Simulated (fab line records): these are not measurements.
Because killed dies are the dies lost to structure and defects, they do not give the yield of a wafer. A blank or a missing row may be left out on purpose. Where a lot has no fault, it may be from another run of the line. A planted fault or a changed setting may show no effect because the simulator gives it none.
Chamber matching	flow sfq_line	SFQ_TRILAYER_I0_CMP_CMP_028 on cmp-02: 4 sister chambers
The step polishes SiO2. 16 wafers are shown with their chamber, then 8 later ones without.

## WAFERS WITH THEIR CHAMBER
wafer	chamber	motor_current_A (A)	time_to_endpoint_s (s)
L080.1	0	10.3	214
L080.2	2	9.3	227
L080.3	3	10.8	216
L080.4	1	10.2	220
L080.5	3	10.4	216
L080.6	0	10.3	229
L085.1	2	9.0	209
L085.2	3	10.2	204
L085.3	1	10.9	204
L085.4	0	10.2	218
L085.5	2	9.4	217
L085.6	1	10.9	206
L086.1	3	10.6	211
L086.2	0	10.4	216
L086.3	1	11.2	209
L086.4	2	8.8	223

SIGNATURES, as means of the wafers listed above
reading	chamber 0	chamber 1	chamber 2	chamber 3	scatter within a chamber
motor_current_A	10.300	10.800	9.125	10.500	0.287
time_to_endpoint_s	219.25	209.75	219.00	211.75	6.88
Rule: a wafer's distance from a chamber is the root of the sum, over the readings, of the square of ((its reading less the chamber's mean) divided by the reading's scatter). The wafer belongs to the nearest chamber; if the next one is less than 2 further off, it can't be placed. The scatter: the root of (the sum of the squares of (reading less its chamber's mean) over the shown wafers, divided by (wafers less chambers)).

## WAFERS WHOSE CHAMBER IS MISSING
wafer	motor_current_A (A)	time_to_endpoint_s (s)
L086.5	10.2	215
L086.6	9.9	229
L087.1	11.0	192
L087.2	10.5	206
L087.3	10.4	205
L087.4	8.9	215
L087.5	11.0	217
L087.6	9.2	215

## THE CHAMBER EACH PASSED THROUGH
wafer	from the rows above	in truth
L086.5	can't be placed: 0 or 3 or 1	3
L086.6	can't be placed: 0 or 2 or 3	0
L087.1	can't be placed: 1 or 3 or 0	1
L087.2	can't be placed: 3 or 1 or 0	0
L087.3	can't be placed: 3 or 1 or 0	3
L087.4	2	2
L087.5	can't be placed: 1 or 3 or 0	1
L087.6	2	2
Placed correctly: 2 of 8. These rows do not allow placing 6 (true chamber among the candidates in 6). Number placed wrongly: 0.
